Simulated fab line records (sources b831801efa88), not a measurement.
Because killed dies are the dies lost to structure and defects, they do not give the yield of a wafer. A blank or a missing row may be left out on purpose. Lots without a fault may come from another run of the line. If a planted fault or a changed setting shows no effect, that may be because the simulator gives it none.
Code-filled problem report in 8D (eight disciplines) form | flow sky130 | the parts of the form that need people (team, actions taken, sign-off) are left out

1. THE ISSUE
Wafers without a fault read 0.945 a.u., standard deviation 0.0046; oesProductAu at SKY_VIA3_ETCH_15 reads a mean of 0.792 a.u. on 2 wafers belonging to 2 lots. That puts it -33 standard deviations away from the usual mean.
The step: etches SiO2 in C4F8/O2/Ar, stops on TiN, target depth 507 nm, time 78 s.
First seen on wafer L490.3, day 43 09:14, on rieDiel-04. The record has a number at this step for 35 wafers belonging to 12 lots. By rule, "out" or "out of limits" means more than 4 standard deviations away from the usual mean. The other wafers with a number count as sound.

2. WHAT IT IS; WHAT IT IS NOT
question                    | is                | is not
which readings at this step | oesProductAu      | -
which lots                  | L490, L492        | L478, L479, L480, L481, L482, L483, L495, L496, L499, L501
which wafers of those lots  | L490.3, L492.4    | L490.2, L492.5, L492.6
read on which tools         | rieDiel-04        | rieDiel-01, rieDiel-03
when                        | from day 43 09:14 | up to then (19 sound wafers); but 14 sound wafers of L492, L495, L496, L499, L501 came after

3. WHAT RULES OUT EACH SUSPECT
Counting: a tool at a process step up to the reading stays a suspect if it ran every lot that is out. Sound lots after the first of them don't rule it out here, since some wafers of a struck lot are sound.
- rieDiel-04 at SKY_VIA3_ETCH_15 (etches SiO2 in C4F8/O2/Ar, stops on TiN, target depth 507 nm, time 78 s): kept. Every lot that is out went through it, the first being L490 (day 43 09:14); the last sound lot it ran before that was L481 (day 41 01:54). Out on those wafers are its own readings of oesProductAu.
Remaining after the count: rieDiel-04 at SKY_VIA3_ETCH_15.

4. THE CAUSE (what the simulator had put in)
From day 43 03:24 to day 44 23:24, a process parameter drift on rieDiel-04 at SKY_VIA3_ETCH_15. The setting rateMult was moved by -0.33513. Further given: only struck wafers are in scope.
The count eliminated every tool but this one.

5. THE EFFECT CHAIN, in route order
Each row: a reading where the mean over the struck wafers with a number is more than 3 standard deviations away from the usual. Readings are gone through only where the record gives a usual standard deviation; hours: the median, over the lots, of the time from a lot's start at the first step in this table giving one to that lot's start at this step; sigmas: the change measured in usual standard deviations.
hours | step              | reading              | usual      | on struck wafers | change | sigmas
0     | SKY_VIA3_ETCH_15  | oesProductAu         | 0.945 a.u. | 0.792            | -0.152 | -33
0     | SKY_VIA3_STRIP_16 | oesProductAu         | 0.402 a.u. | 0.418            | +0.016 | +3.3
0     | SKY_VIA3_STRIP_16 | stripTimeToEndpointS | 4.124 s    | 4.494            | +0.370 | +15
Its process steps:
- SKY_VIA3_ETCH_15: etches SiO2 in C4F8/O2/Ar, stops on TiN, target depth 507 nm, time 78 s.
- SKY_VIA3_STRIP_16: strips in O2/N2.

6. WHAT WOULD HAVE CAUGHT IT SOONER
First out-of-limits reading in this record: day 43 09:14, which is 6 hours after fault onset at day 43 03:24.
